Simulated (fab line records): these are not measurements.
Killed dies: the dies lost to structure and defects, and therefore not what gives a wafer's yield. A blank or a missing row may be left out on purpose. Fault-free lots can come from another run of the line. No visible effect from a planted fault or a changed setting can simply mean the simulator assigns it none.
A single fault, viewed from 2 desks :: flow gf180mcu :: what lay behind the numbers comes last; until then each desk has only its own

## FROM THE METROLOGY DESK
What the gauges read, lot by lot, whatever tool the lot ran on: means of the sampled wafers that have a number. Any lot whose mean is over 4 standard deviations away from the usual mean is out of limits and marked OUT; that distance is given in the brackets.
Columns: A = V5_CVD_00_THK at GF_V5_THK_MEAS_01, usual 299 nm
lot: L345
first seen here: day 26 07:38
A: 303

lot: L347
first seen here: day 27 02:22
A: 297

lot: L349
first seen here: day 27 15:15
A: 296

lot: L350
first seen here: day 27 21:42
A: 301

lot: L352
first seen here: day 28 12:14
A: 289

lot: L353
first seen here: day 28 20:18
A: 304

lot: L354
first seen here: day 29 04:58
A: 302

lot: L361
first seen here: day 31 07:56
A: 296

lot: L365
first seen here: day 31 23:50
A: 299

lot: L366
first seen here: day 32 06:59
A: 306

lot: L367
first seen here: day 32 14:25
A: 303
This desk's finding: nothing out of limits on any of the 11 lots.

## FOR THE TOOL OWNER'S DESK: litho-track-04
The tool's own readings at GF_TOP_METAL_COAT_09 (resist thk 1500 nm): means of the sampled wafers that have a number, for each lot that ran on this tool. Any lot whose mean is over 4 standard deviations away from the usual mean is out of limits and marked OUT; that distance is given in the brackets.
Columns: A = resist-line-temp-C at GF_TOP_METAL_COAT_09, usual 22.98 C
lot: L345
first seen here: day 27 16:55
A: 22.99

lot: L347
first seen here: day 28 10:29
A: 22.98

lot: L354
first seen here: day 30 11:07
A: 22.86

lot: L361
first seen here: day 32 11:41
A: 23.01
This desk's finding: nothing out of limits on any of the 4 lots.

## TAKEN TOGETHER
From the metrology desk's view, nothing was out of limits.
The tool owner's desk saw nothing out of limits.

## WHAT THE SIMULATOR PUT IN
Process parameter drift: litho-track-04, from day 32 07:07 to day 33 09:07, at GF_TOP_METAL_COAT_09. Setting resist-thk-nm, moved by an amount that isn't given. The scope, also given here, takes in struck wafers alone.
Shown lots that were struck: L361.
